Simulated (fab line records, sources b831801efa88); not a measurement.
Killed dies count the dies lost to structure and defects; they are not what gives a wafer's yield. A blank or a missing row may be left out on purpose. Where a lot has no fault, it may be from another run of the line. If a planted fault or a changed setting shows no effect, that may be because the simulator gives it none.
Matching of chambers -- flow sfq line -- SFQ_TRILAYER_I6_CMP_CMP_166 on cmp-02 has 4 sister chambers
The step polishes SiO2. 14 wafers are shown with their chamber, then 7 later ones without.

## WAFERS, EACH WITH ITS CHAMBER
wafer,chamber,motor current A (A),time to endpoint s (s)
L201.4,1,11.0,233
L201.1,3,9.3,211
L201.5,1,10.3,223
L204.3,1,10.7,208
L204.4,2,10.5,221
L204.6,0,9.0,218
L208.2,3,9.3,216
L208.1,2,10.4,213
L208.6,0,9.5,221
L218.1,3,9.3,221
L218.2,1,10.4,214
L218.4,2,10.1,229
L220.3,3,9.0,219
L220.5,3,9.0,213

SIGNATURES, as means of the wafers listed above
reading,chamber 0,chamber 1,chamber 2,chamber 3,scatter within a chamber
motor current A,9.250,10.600,10.333,9.180,0.249
time to endpoint s,219.50,219.50,221.00,216.00,7.47
Rule: distance of a wafer from a chamber = root of the sum over the readings of ((wafer's reading minus chamber's mean) / reading's scatter) squared. If the next closest chamber is less than 2 further off than the closest, the wafer can't be placed; otherwise it belongs to the closest. The scatter: the root of (the sum of the squares of (reading less its chamber's mean) over the shown wafers, divided by (wafers less chambers)).

## WAFERS WITH NO CHAMBER GIVEN
wafer,motor current A (A),time to endpoint s (s)
L220.6,9.5,214
L222.2,10.5,218
L222.3,9.7,214
L222.6,11.0,221
L224.1,10.6,214
L224.2,9.4,220
L224.5,9.0,221

## WHICH CHAMBER EACH WENT THROUGH
wafer,from the rows above,in truth
L220.6,can't be placed: 0 or 3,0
L222.2,can't be placed: 1 or 2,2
L222.3,can't be placed: 0 or 3 or 2 or 1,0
L222.6,can't be placed: 1 or 2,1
L224.1,can't be placed: 1 or 2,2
L224.2,can't be placed: 0 or 3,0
L224.5,can't be placed: 3 or 0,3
0 of 7 placed correctly. From these rows, 7 cannot be placed; in 7 the true chamber is one of the candidates. 0 placed wrongly.
